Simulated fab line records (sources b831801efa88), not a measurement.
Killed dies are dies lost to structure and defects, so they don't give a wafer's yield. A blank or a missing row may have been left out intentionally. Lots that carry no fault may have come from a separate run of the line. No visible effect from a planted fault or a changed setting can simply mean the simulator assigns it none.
Chamber matching | flow sky130 | SKY_CAPM_CVD_00 on pecvd-01 has 3 sister chambers
The step deposits SiO2, target thk 15.5 nm. 3 wafers are shown with their chamber, then 8 later ones without.

## EACH WAFER AND ITS CHAMBER
wafer  | chamber | heater-power-w (W)
L087.4 | 1       | 753
L087.5 | 0       | 789
L091.1 | 2       | 765

## WAFERS MISSING THEIR CHAMBER
wafer  | heater-power-w (W)
L091.3 | 704
L091.4 | 777
L093.1 | 739
L093.2 | 713
L093.5 | 718
L095.1 | 760
L095.3 | 713
L095.5 | 756

## WHICH CHAMBER EACH ONE RAN IN
wafer  | from the rows above          | in truth
L091.3 | can't be placed: 1 or 2 or 0 | 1
L091.4 | can't be placed: 0 or 2 or 1 | 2
L093.1 | can't be placed: 1 or 2 or 0 | 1
L093.2 | can't be placed: 1 or 2 or 0 | 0
L093.5 | can't be placed: 1 or 2 or 0 | 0
L095.1 | can't be placed: 2 or 1 or 0 | 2
L095.3 | can't be placed: 1 or 2 or 0 | 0
L095.5 | can't be placed: 1 or 2 or 0 | 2
Correct placement for 0 of the 8. Not placeable from these rows: 8 (in 8, the candidates include the true chamber). Number placed wrongly: 0.
How it was worked out, from the rows above alone: a wafer's distance from a chamber is the root of the sum, over the readings, of the square of ((its reading less the chamber's mean) divided by the reading's scatter). The wafer belongs to the nearest chamber; if the next one is less than 2 further off, it can't be placed. The mean given for a chamber averages the wafers shown for that chamber. The scatter: with one shown wafer a chamber, the root of the mean of the squares of how far each hidden wafer lies from its nearest shown one.
